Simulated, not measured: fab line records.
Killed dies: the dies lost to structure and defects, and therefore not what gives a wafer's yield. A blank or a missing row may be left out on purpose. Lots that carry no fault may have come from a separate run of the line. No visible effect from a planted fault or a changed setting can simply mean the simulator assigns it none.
A single fault, viewed from 2 desks | flow sky130 | each desk holds nothing but its own numbers, with what lay behind them at the end

== FROM THE METROLOGY DESK ==
What the gauges read for every lot (on any tool): the sampled wafers with a number, averaged. Marked OUT: a lot whose mean sits more than 4 standard deviations from the usual mean, which makes it out of limits; the brackets give that distance.
Columns: A = INCOMING_BOW at SKY_FIELD_ISO_BOW_MEAS_00, usual 0 um
lot  | first seen here | A
L345 | day 1 15:01     | -1
L346 | day 1 20:02     | -2
L347 | day 2 01:00     | -5
L348 | day 2 06:01     | -7
L349 | day 2 11:00     | -5
L359 | day 4 13:01     | 3
L360 | day 4 18:00     | -1
L361 | day 4 23:00     | 1
L363 | day 5 09:01     | 8
L365 | day 5 19:02     | -2
L367 | day 6 05:01     | 3
This desk's finding: nothing out of limits on any of the 11 lots.

== DESK OF THE TOOL OWNER: litho-track-02 ==
For each lot that ran on this tool, the mean over its sampled wafers that have a number, from the tool's own readings at SKY_NWELL_SOFTBAKE_06. Marked OUT: a lot whose mean sits more than 4 standard deviations from the usual mean, which makes it out of limits; the brackets give that distance.
Columns: A = heater-power-total-W at SKY_NWELL_SOFTBAKE_06, usual 65.32 W; B = plate-temp-C at SKY_NWELL_SOFTBAKE_06, usual 110.00 C
lot  | first seen here | A               | B
L345 | day 4 08:05     | 65.26           | 110.02
L359 | day 7 22:26     | 74.95 (+64) OUT | 121.87 (+99) OUT
L361 | day 8 04:46     | 75.03 (+65) OUT | 121.84 (+99) OUT
This desk's finding: out of limits on L359, L361; first on L359, day 7 22:26 (heater-power-total-W at SKY_NWELL_SOFTBAKE_06). L345: within limits.

== ALL TOGETHER ==
At day 7 22:26, on L359, L361, the tool owner's desk was in a position to raise an alarm.
Metrology desk: nothing out of limits seen.
The metrology desk holds a record of L359, L361, inside its limits.
On litho-track-02, each named lot ran SKY_NWELL_SOFTBAKE_06.

== WHAT WAS PUT IN BY THE SIMULATOR ==
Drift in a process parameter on litho-track-02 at SKY_NWELL_SOFTBAKE_06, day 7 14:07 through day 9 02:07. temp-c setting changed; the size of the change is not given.
Shown lots that were struck: L359, L361.
How many hours passed from the start of the fault until each desk's first out-of-limits reading: the tool owner's desk, 8.
